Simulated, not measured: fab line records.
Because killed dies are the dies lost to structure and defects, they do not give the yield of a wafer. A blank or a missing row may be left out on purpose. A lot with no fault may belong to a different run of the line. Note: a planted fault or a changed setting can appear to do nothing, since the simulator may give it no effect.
fab line records | flow sky130
record: lots: 5 wafers: 15 last_day: 50
route steps=708 shown VIA1@475 METAL2@483 PAD_OPEN@708
lots untouched by any fault: they come from a run of this same line in which no faults occurred
start_h: start of the lot's first displayed wafer, in hours after the record's first day | wait_h: how many hours have passed since the lot's step before this one | " identical to the entry in the row above | L1.1+2: one row covering several wafers at once | - no value, or no start given | * or withheld: withheld | < > ~ a bound
route shown NAME@n: names a module that has steps shown in the file, with the first one's number in the route | usual: mean/standard deviation of fault-free wafers | same: alike in all rows | chamber/n: place in a boat | sites: readings site by site | _std_site: the standard deviation of these | _edge_site: outer sites' mean less inner sites' | radius_mm: for every site, how far away it sits from the centre of the wafer | mask NAME#n: copy n | behind: tool/chamber where the wafer was last shaped | hold: cause of the lot's hold/its duration in hours/its outcome | device: which transistor (n, p or np) failed to switch | end of line: tests of these same wafers at the route's end | a step with no rows: only its recipe | killed: dies that structure and defects cost at the first sort, which is not the same as the wafer's yield | map: shows each die of a wafer: x if killed, . if not, _ if none is there
set.NAME: the setting the step ran with; set.NAME@STEP: the setting that earlier step ran with | model.NAME: the simulator's own value behind a step, which no gauge read
a table for each step, a row for each wafer; lots at some steps of the route
services: a tool's chamber out of use, with start hour (start_h, from the record's first day; less than 0 if before it), hours out, and reason
== steps ==
step: SKY_VIA1_STRIP_17
recipe: chemistry: post_etch_residue_remover time_s: 1200 temp_c: 72.5
step: SKY_VIA1_CLEAN_18
recipe: chemistry: IPA time_s: 180 temp_c: 25
step: SKY_VIA1_CLEAN_19
recipe: chemistry: O3/DIW dry: n2_spin
step: SKY_VIA1_SPUTTER_20
recipe: material: TiN target_thk_nm: 20 chamber_pressure_pa: 5 power_w: 4000 time_s: 80
step: SKY_VIA1_CVD_21
recipe: material: W target_thk_nm: 270 time_s: 80.902 temp_c: 400 pressure_torr: 40
step: SKY_VIA1_RS_MEAS_22
recipe: thk_meas_gauge: four-point-probe reads: W_of_VIA1_CVD_21+TiN_of_VIA1_SPUTTER_20
usual: VIA1_W_RS: 0.428/0.0064
columns lot.wafer tool chamber start_h wait_h VIA1_W_RS[ohm/sq]
L287.1 film_metro-04 - 838.35 0.1 0.426
L287.4 " - " " 0.430
L287.5 " - " " 0.426
L289.4 film_metro-02 - 853.37 0.1 0.426
L289.5 " - " " 0.430
L289.6 " - " " 0.428
L298.1 film_metro-04 - 914.51 0.1 0.424
L298.3 " - " " 0.423
L298.6 " - " " 0.433
L301.2 film_metro-04 - 935.12 0.1 0.425
L301.3 " - " " 0.421
L301.4 " - " " 0.430
L304.1 film_metro-03 - 952.17 0.1 0.424
L304.3 " - " " 0.414
L304.5 " - " " 0.411
step: SKY_VIA1_THK_MEAS_23
recipe: thk_meas_gauge: xrf reads: W_of_VIA1_CVD_21
usual: VIA1_W_THK: 263/4.8
columns lot.wafer tool chamber start_h wait_h VIA1_W_THK[nm]
L287.1 film_metro-04 - 838.47 0.1 262
L287.4 " - " " 261
L287.5 " - " " 265
L289.4 film_metro-02 - 853.46 0.1 263
L289.5 " - " " 260
L289.6 " - " " 260
L298.1 film_metro-04 - 914.63 0.1 266
L298.3 " - " " 266
L298.6 " - " " 261
L301.2 film_metro-04 - 935.23 0.1 266
L301.3 " - " " 267
L301.4 " - " " 262
L304.1 film_metro-03 - 952.29 0.1 267
L304.3 " - " " 272
L304.5 " - " " 275
step: SKY_VIA1_CMP_24
recipe: stop_on: SiO2 t_overpolish_s: 15 down_force_psi: 3.5 platen_rpm: 60 target_thk_nm: 0 pad_velocity_m_s: 0.94248
usual: motor_current_A: 10.6/0.83 overpolish_run_s: 15.000/0.0087 time_to_endpoint_s: 67/3.6
columns lot.wafer tool chamber start_h wait_h motor_current_A overpolish_run_s time_to_endpoint_s
L287.1 cmp-01 0 838.53 0.1 11.5 14.987 63
L287.4 " 3 " " 11.0 15.000 67
L287.5 " 0 " " 11.7 15.001 69
L289.4 cmp-02 3 853.54 0.1 10.9 15.001 69
L289.6 " 2 " " 11.2 15.002 64
L289.5 " 3 " " 10.8 15.011 70
L298.1 cmp-02 1 914.97 0.3 11.4 14.999 70
L298.3 " 3 " " 11.0 14.995 70
L298.6 " 1 " " 11.0 15.005 69
L301.4 cmp-01 0 935.28 0.0 12.0 15.006 67
L301.2 " 2 " " 9.6 15.015 70
L301.3 " 3 " " 11.4 14.986 67
L304.3 cmp-01 2 952.51 0.2 9.8 15.002 70
L304.1 " 3 " " 11.6 15.001 63
L304.5 " 2 " " 9.7 14.986 71
step: SKY_METAL2_SPUTTER_00
recipe: material: Ti target_thk_nm: 15 power_w: 3000 time_s: 10 chamber_pressure_pa: 0.4
step: SKY_METAL2_SPUTTER_01
recipe: material: TiN target_thk_nm: 20 power_w: 6500 time_s: 16.7 chamber_pressure_pa: 0.4
usual: throttle_valve_pct: 30.0/1
columns lot.wafer tool chamber start_h wait_h throttle_valve_pct
L287.1 pvd_sputter-01 - 838.86 0.0 29.7
L287.4 " - " " 31.2
L287.5 " - " " 29.6
L289.4 pvd_sputter-01 - 853.81 0.0 29.7
L289.5 " - " " 29.9
L289.6 " - " " 31.0
L298.1 pvd_sputter-01 - 915.24 0.0 29.4
L298.3 " - " " 28.6
L298.6 " - " " 28.6
L301.2 pvd_sputter-04 - 935.61 0.0 29.2
L301.3 " - " " 31.4
L301.4 " - " " 30.9
L304.1 pvd_sputter-04 - 952.84 0.0 28.8
L304.3 " - " " 30.8
L304.5 " - " " 28.9
step: SKY_METAL2_SPUTTER_02
recipe: material: AlCu target_thk_nm: 250 power_w: 10600 time_s: 13.3 chamber_pressure_pa: 0.4
usual: throttle_valve_pct: 30.0/1
columns lot.wafer tool chamber start_h wait_h throttle_valve_pct
L287.1 pvd_sputter-01 - 838.88 0.0 29.8
L287.4 " - " " 31.0
L287.5 " - " " 29.6
L289.4 pvd_sputter-01 - 853.84 0.0 29.7
L289.5 " - " " 29.4
L289.6 " - " " 31.1
L298.1 pvd_sputter-01 - 915.27 0.0 29.3
L298.3 " - " " 28.5
L298.6 " - " " 28.5
L301.2 pvd_sputter-04 - 935.63 0.0 28.8
L301.3 " - " " 31.6
L301.4 " - " " 30.9
L304.1 pvd_sputter-04 - 952.86 0.0 28.8
L304.3 " - " " 30.9
L304.5 " - " " 29.0
step: SKY_METAL2_SPUTTER_03
recipe: material: Ti target_thk_nm: 5 power_w: 3000 time_s: 3.3 chamber_pressure_pa: 0.4
usual: throttle_valve_pct: 30.0/1
columns lot.wafer tool chamber start_h wait_h throttle_valve_pct
L287.1 pvd_sputter-01 - 838.91 0.0 29.8
L287.4 " - " " 31.3
L287.5 " - " " 29.6
L289.4 pvd_sputter-01 - 853.86 0.0 29.4
L289.5 " - " " 29.8
L289.6 " - " " 31.0
L298.1 pvd_sputter-01 - 915.29 0.0 29.4
L298.3 " - " " 29.0
L298.6 " - " " 28.9
L301.2 pvd_sputter-04 - 935.66 0.0 29.3
L301.3 " - " " 31.5
L301.4 " - " " 31.0
L304.1 pvd_sputter-04 - 952.89 0.0 28.8
L304.3 " - " " 31.0
L304.5 " - " " 28.9
step: SKY_METAL2_SPUTTER_04
recipe: material: TiN target_thk_nm: 70 power_w: 6500 time_s: 58.3 chamber_pressure_pa: 0.4
usual: throttle_valve_pct: 30.0/1
columns lot.wafer tool chamber start_h wait_h throttle_valve_pct model.TiN_of_METAL2_SPUTTER_04.thk_nm
L287.1 pvd_sputter-01 - 838.92 0.0 29.7 68.54
L287.4 " - " " 31.0 69.18
L287.5 " - " " 29.7 68.56
L289.4 pvd_sputter-01 - 853.88 0.0 29.7 69.1
L289.5 " - " " 29.7 69.13
L289.6 " - " " 31.2 69.76
L298.1 pvd_sputter-01 - 915.31 0.0 29.6 70.63
L298.3 " - " " 28.6 91.55
L298.6 " - " " 28.7 91.56
L301.2 pvd_sputter-04 - 935.68 0.0 28.8 67.98
L301.3 " - " " 31.7 68.25
L301.4 " - " " 30.8 69.26
L304.1 pvd_sputter-04 - 952.91 0.0 29.0 68.9
L304.3 " - " " 30.9 68.71
L304.5 " - " " 28.6 68.83
step: SKY_METAL2_RS_MEAS_05
recipe: thk_meas_gauge: four-point-probe reads: TiN_of_METAL2_SPUTTER_04+Ti_of_METAL2_SPUTTER_03+AlCu_of_METAL2_SPUTTER_02+TiN_of_METAL2_SPUTTER_01+Ti_of_METAL2_SPUTTER_00
usual: METAL2_ALCU_RS: 0.1269/0.0015
columns lot.wafer tool chamber start_h wait_h METAL2_ALCU_RS[ohm/sq]
L287.1 film_metro-01 - 838.97 0.0 0.1273
L287.4 " - " " 0.1271
L287.5 " - " " 0.1269
L289.4 film_metro-01 - 853.99 0.1 0.1276
L289.5 " - " " 0.1268
L289.6 " - " " 0.1282
L298.1 film_metro-04 - 915.36 0.0 0.1263
L298.3 " - " " 0.1263
L298.6 " - " " 0.1271
L301.2 film_metro-01 - 935.74 0.0 0.1301
L301.3 " - " " 0.1269
L301.4 " - " " 0.1288
L304.1 film_metro-03 - 952.95 0.0 0.1293
L304.3 " - " " 0.1287
L304.5 " - " " 0.1300
step: SKY_METAL2_THK_MEAS_06
recipe: thk_meas_gauge: xrf reads: AlCu_of_METAL2_SPUTTER_02
usual: METAL2_ALCU_THK: 247.9/3
columns lot.wafer tool chamber start_h wait_h METAL2_ALCU_THK[nm]
L287.1 film_metro-01 - 839.09 0.1 248.9
L287.4 " - " " 246.9
L287.5 " - " " 250.2
L289.4 film_metro-01 - 854.08 0.1 244.9
L289.5 " - " " 248.7
L289.6 " - " " 244.4
L298.1 film_metro-04 - 915.48 0.1 250.3
L298.3 " - " " 239.2
L298.6 " - " " 238.0
L301.2 film_metro-01 - 935.85 0.1 243.8
L301.3 " - " " 250.5
L301.4 " - " " 244.7
L304.1 film_metro-03 - 953.07 0.1 243.0
L304.3 " - " " 243.6
L304.5 " - " " 240.7
step: SKY_METAL2_DEHYDRATE_07
recipe: temp_c: 200 time_s: 60
step: SKY_METAL2_HMDS_08
recipe: prime_time_s: 60 prime_temp_c: 120
step: SKY_METAL2_COAT_09
recipe: resist: BARC temp_c: withheld time_s: withheld spin_rpm: 3000 resist_thk_nm: 60
step: SKY_METAL2_COAT_10
recipe: resist: KrF-thick spin_rpm: 3000 resist_thk_nm: 450
step: SKY_METAL2_SOFTBAKE_11
recipe: temp_c: 100 time_s: 90 resist: KrF-thick
step: SKY_METAL2_EXPOSE_12
recipe: mask_id: MM2 na: 0.8 source_shape: annular sigma_inner: 0.55 sigma_outer: 0.85 target_cd_nm: 140 dose_mj: 28
step: SKY_METAL2_PEB_13
recipe: peb_temp_c: withheld peb_time_s: withheld resist: KrF-thick
step: SKY_METAL2_DEVELOP_14
recipe: develop_time_s: 60 resist: KrF-thick dev_temp_c: 21
step: SKY_METAL2_CD_MEAS_15
recipe: target_cd_nm: 140
usual: cd_nm: 139.9/1.7
columns lot.wafer tool chamber start_h wait_h cd_nm
L287.1 cd_sem-01 - 864.77 - 139.5
L287.4 " - " " 142.3
L287.5 " - " " 139.9
L289.4 cd_sem-01 - 880.03 - 137.8
L289.5 " - " " 137.5
L289.6 " - " " 138.6
L298.1 cd_sem-02 - 940.48 - 140.2
L298.3 " - " " 141.5
L298.6 " - " " 140.1
L301.2 cd_sem-01 - 961.10 - 139.1
L301.3 " - " " 139.8
L301.4 " - " " 138.1
L304.1 cd_sem-02 - 978.08 - 138.7
L304.3 " - " " 139.6
L304.5 " - " " 140.5
step: SKY_METAL2_OVL_MEAS_16
usual: METAL2_OVL: 3/5.6
columns lot.wafer tool chamber start_h wait_h METAL2_OVL[nm]
L287.1 overlay-02 - 864.89 0.1 6
L287.4 " - " " 3
L287.5 " - " " 7
L289.4 overlay-01 - 880.11 0.1 -3
L289.5 " - " " 6
L289.6 " - " " -7
L298.1 overlay-01 - 940.60 0.1 -7
L298.3 " - " " -4
L298.6 " - " " 5
L301.2 overlay-01 - 961.21 0.1 0
L301.3 " - " " -2
L301.4 " - " " -2
L304.1 overlay-02 - 978.20 0.1 6
L304.3 " - " " 6
L304.5 " - " " 9
step: SKY_METAL2_DESCUM_17
recipe: chemistry: O2 source_power_w: 150 bias_power_w: 0 pressure_mtorr: 10 temp_c: 40 time_s: 8
step: SKY_METAL2_ETCH_18
recipe: chemistry: N2/H2 target: BARC ion_energy_ev: 200 bias_w: 100 pressure_mtorr: 30 n2_flow_sccm: 100 h2_flow_sccm: 200 icp_w: 500 stop_on: SiO2 time_s: 45.9 target_depth_a: 600
step: SKY_METAL2_METAL_ETCH_19
recipe: target_depth_a: 3600 stop_on: SiO2 over_etch_frac: 0.3 time_s: 78 chemistry: Cl2/BCl3 resist_sidewall_deg: 88 pressure_mtorr: 10 icp_w: 900 bias_w: 48.5 Cl2_flow_sccm: 60 bcl3_flow_sccm: 30
step: SKY_METAL2_STRIP_20
recipe: chemistry: O2/N2 power_w: 1400 pressure_mtorr: 1500 platen_temp_c: withheld o2_flow_sccm: 3000 n2_flow_sccm: 300 overash_fraction: 0.5
usual: drypump_motor_current_A: 5.7/0.56 o2_flow_sccm: 2999/8 oes_product_au: 0.342/0.0048 strip_time_to_endpoint_s: 2.68/0.041
same: overash_fraction: 0.5
columns lot.wafer tool chamber start_h wait_h drypump_motor_current_A o2_flow_sccm oes_product_au rf_hours_counter_h strip_time_to_endpoint_s
L287.1 plasma_asher-03 0 865.11 0.1 6.5 3011 0.342 104 2.74
L287.4 " 1 " " 5.3 2998 0.340 - 2.70
L287.5 " 0 " " 6.5 3007 0.347 - 2.74
L289.4 plasma_asher-01 0 880.34 0.1 6.6 2995 0.343 - 2.62
L289.5 " 1 " " 5.4 2991 0.341 - 2.61
L289.6 " 0 " " 6.6 2989 0.343 - 2.68
L298.1 plasma_asher-04 0 940.82 0.1 5.3 2992 0.335 19 2.66
L298.3 " 1 " " 5.3 3007 0.341 - 2.67
L298.6 " 1 " " 5.3 3005 0.342 - 2.63
L301.2 plasma_asher-01 0 961.42 0.1 6.6 2998 0.343 82 2.68
L301.3 " 0 " " 6.6 3000 0.343 - 2.69
L301.4 " 1 " " 5.4 3004 0.342 - 2.73
L304.1 plasma_asher-04 0 978.42 0.1 5.3 2994 0.350 23 2.68
L304.3 " 1 " " 5.3 2983 0.336 - 2.66
L304.5 " 1 " " 5.3 3000 0.334 - 2.67
step: SKY_METAL2_STRIP_21
recipe: chemistry: post_etch_residue_remover time_s: 1200 temp_c: 72.5
columns lot.wafer tool chamber start_h wait_h model.TiN_of_METAL2_SPUTTER_04.thk_nm
L287.1 wet_bench-03 1 865.21 0.1 68.12
L287.4 " 1 " " 68.76
L287.5 " 1 " " 68.15
L289.4 wet_bench-02 3 880.41 0.0 68.67
L289.5 " 3 " " 68.71
L289.6 " 3 " " 69.34
L298.1 wet_bench-03 0 940.92 0.1 70.21
L298.3 " 0 " " 91.13
L298.6 " 0 " " 91.14
L301.2 wet_bench-01 0 961.52 0.1 67.56
L301.3 " 0 " " 67.84
L301.4 " 0 " " 68.84
L304.1 wet_bench-02 3 978.52 0.1 68.49
L304.3 " 3 " " 68.29
L304.5 " 3 " " 68.41
step: SKY_METAL2_CLEAN_22
recipe: chemistry: IPA time_s: 180 temp_c: 25
step: SKY_PAD_OPEN_PROBE_99
usual: defect_limited_yield: 82.9/1.7 killed_at_M0_to_M3: 42/6.1 killed_at_M4_up: 3.4/2 killed_at_contacts: 23/4.8 killed_at_front_end: 15/3.8 killed_at_other: 0.3/0.48 killed_dies: 84/8.5 killed_open: 46/6.8 killed_short: 38/6.2 sort_bin_3_pad_short: 0.8/0.42 sort_bin_5_function: 10.1/1.4 sort_bin_6_memory: 6.2/0.99 sort_n_pass: 408/8.5 sort_yield_pct: 82.9/1.7
same: gross_dies: 492 killed_at_back_side: 0 sort_bin_4_leakage[%]: 0 sort_bin_8_speed[%]: 0
columns lot.wafer tool chamber start_h wait_h defect_limited_yield[%] killed_at_M0_to_M3 killed_at_M4_up killed_at_contacts killed_at_front_end killed_at_other killed_dies killed_open killed_short sort_bin_3_pad_short[%] sort_bin_5_function[%] sort_bin_6_memory[%] sort_n_pass sort_yield_pct[%]
L287.1 prober-02 - 1112.04 0.1 81.1 40 6 26 21 0 93 50 42 2.0 10.8 6.1 399 81.1
L287.4 prober-02 - 1112.19 0.2 83.9 37 1 23 18 0 79 45 33 1.2 9.6 5.3 413 83.9
L287.5 prober-02 - 1112.24 0.2 84.3 31 3 24 18 1 77 38 39 0.8 8.9 5.9 415 84.3
L289.4 prober-02 - 1125.24 0.2 82.7 40 1 20 24 0 85 50 35 0.6 9.6 7.1 407 82.7
L289.5 prober-02 - 1125.29 0.2 85.6 33 2 15 21 0 71 42 29 1.0 8.5 4.9 421 85.6
L289.6 prober-02 - 1125.34 0.2 84.3 40 6 19 12 0 77 33 44 0.8 9.8 5.1 415 84.3
L298.1 prober-01 - 1171.04 0.1 82.3 44 4 26 13 0 87 51 36 0.4 11.2 6.1 405 82.3
L298.3 prober-01 - 1171.14 0.2 82.1 50 2 24 11 1 88 43 45 0.8 10.8 6.3 404 82.1
L298.6 prober-01 - 1171.29 0.2 82.1 48 2 22 15 1 88 44 43 1.8 10.6 5.5 404 82.1
L301.2 prober-01 - 1183.69 0.1 81.3 43 4 31 14 0 92 56 36 1.2 10.4 7.1 400 81.3
L301.3 prober-01 - 1183.74 0.2 83.9 35 2 30 12 0 79 39 40 0.6 9.8 5.7 413 83.9
L301.4 prober-01 - 1183.79 0.2 83.3 40 10 20 12 0 82 41 41 0.6 11.0 5.1 410 83.3
killed by level:class
L287.1 VIA1:geometric_particle:open=10 CONTACT:geometric_particle:open=9 VIA1:geometric_particle:short=7 POLY_GATE:geometric_particle:short=7 LI_CONTACT:geometric_particle:open=7 POLY_GATE:geometric_particle:open=5 VIA2:geometric_particle:short=5 CONTACT:geometric_particle:short=4
L287.4 METAL1:geometric_particle:short=9 FIELD_ISO:geometric_particle:open=8 CONTACT:geometric_particle:open=8 VIA3:geometric_particle:open=6 LOCAL_INTERCONNECT:geometric_particle:short=5 VIA2:geometric_particle:open=5 VIA1:geometric_particle:open=5 LI_CONTACT:geometric_particle:open=4
L287.5 CONTACT:geometric_particle:short=9 CONTACT:geometric_particle:open=9 VIA3:geometric_particle:open=7 FIELD_ISO:geometric_particle:open=4 LI_CONTACT:geometric_particle:open=4 VIA3:geometric_particle:short=4 VIA1:geometric_particle:open=4 FIELD_ISO:geometric_particle:short=3
L289.4 FIELD_ISO:geometric_particle:short=9 VIA1:geometric_particle:open=9 CONTACT:geometric_particle:open=8 POLY_GATE:geometric_particle:short=6 VIA2:geometric_particle:open=6 VIA3:geometric_particle:open=6 LI_CONTACT:geometric_particle:open=5 FIELD_ISO:geometric_particle:open=4
L289.5 VIA1:geometric_particle:open=12 FIELD_ISO:geometric_particle:open=8 FIELD_ISO:geometric_particle:short=6 LI_CONTACT:geometric_particle:open=4 VIA2:geometric_particle:open=4 VIA3:geometric_particle:open=4 LOCAL_INTERCONNECT:geometric_particle:short=3 CONTACT:geometric_particle:open=3
L289.6 VIA1:geometric_particle:open=11 VIA2:geometric_particle:short=7 CONTACT:geometric_particle:open=7 METAL1:geometric_particle:short=7 METAL4:geometric_particle:short=6 CONTACT:geometric_particle:short=5 POLY_GATE:geometric_particle:open=4 VIA1:geometric_particle:short=4
L298.1 CONTACT:geometric_particle:open=10 LI_CONTACT:geometric_particle:open=6 VIA2:geometric_particle:short=6 VIA2:geometric_particle:open=6 VIA3:geometric_particle:open=6 CONTACT:geometric_particle:short=5 FIELD_ISO:geometric_particle:open=4 METAL2:geometric_particle:open=4
L298.3 CONTACT:geometric_particle:open=9 VIA3:geometric_particle:open=9 VIA1:geometric_particle:open=8 LI_CONTACT:geometric_particle:open=7 METAL1:geometric_particle:short=7 METAL2:geometric_particle:short=7 VIA1:geometric_particle:short=6 VIA2:geometric_particle:open=5
L298.6 VIA1:geometric_particle:open=9 VIA2:geometric_particle:open=9 CONTACT:geometric_particle:open=7 METAL1:geometric_particle:short=7 VIA3:geometric_particle:short=7 LI_CONTACT:geometric_particle:open=6 METAL2:geometric_particle:short=5 LI_CONTACT:geometric_particle:short=5
L301.2 VIA1:geometric_particle:open=18 CONTACT:geometric_particle:open=12 LI_CONTACT:geometric_particle:open=7 VIA3:geometric_particle:open=6 LI_CONTACT:geometric_particle:short=5 METAL1:geometric_particle:short=5 POLY_GATE:geometric_particle:short=4 CONTACT:geometric_particle:short=4
L301.3 CONTACT:geometric_particle:open=8 VIA3:geometric_particle:open=8 LI_CONTACT:geometric_particle:open=6 LOCAL_INTERCONNECT:geometric_particle:short=6 CONTACT:geometric_particle:short=6 VIA1:geometric_particle:short=5 VIA2:geometric_particle:open=5 LI_CONTACT:geometric_particle:short=4
L301.4 METAL2:geometric_particle:short=11 LI_CONTACT:geometric_particle:open=9 VIA1:geometric_particle:open=9 VIA2:geometric_particle:open=8 METAL4:geometric_particle:short=6 METAL1:geometric_particle:short=5 LI_CONTACT:geometric_particle:short=4 CONTACT:geometric_particle:open=4
== services ==
columns tool chamber start_h hours kind
pvd_sputter-04 - 815.04 4.4 repair
cmp-02 - 815.23 2.9 pm
cmp-02 - 844.32 3.1 repair
cmp-01 - 853.38 0.8 repair
cmp-01 - 860.90 0.3 repair
wet_bench-02 - 873.89 2.0 repair
plasma_asher-03 - 899.40 1.0 repair
plasma_asher-01 - 904.09 1.9 repair
pvd_sputter-04 - 907.88 1.4 repair
cmp-01 - 912.00 4.0 pm
pvd_sputter-04 - 914.06 1.5 repair
cmp-01 - 916.00 - consumable_replace:conditioner
cmp-01 - 916.00 - consumable_replace:pad
plasma_asher-01 - 918.16 0.6 repair
wet_bench-02 - 921.96 35.0 repair
cmp-01 - 947.38 4.5 repair
plasma_asher-03 - 956.80 7.0 pm
cmp-02 - 960.10 1.4 repair
cmp-02 - 970.12 1.0 repair
== key ==
first_sign: step: SKY_METAL2_THK_MEAS_06 reading: METAL2_ALCU_THK direction: down sigmas: 3.1 usual: 247.9 struck: 238.6
effect none on later readings
model_effect: step: SKY_METAL2_SPUTTER_04 value: TiN_of_METAL2_SPUTTER_04.thk_nm without: 70.48 struck: 91.55
model_effect: step: SKY_METAL2_STRIP_21 value: TiN_of_METAL2_SPUTTER_04.thk_nm without: 70.06 struck: 91.13
met_at SKY_METAL2_SPUTTER_04
struck_wafers L298.3,L298.6
onset_between 853.88 915.31
fault: kind: process_parameter_drift tool: pvd_sputter-01 chamber: - onset_h: 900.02 steps: SKY_METAL2_SPUTTER_04 channel: time_s offset: * shape: step end_h: 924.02 scope: struck_wafers_only acts_in: * stated: *
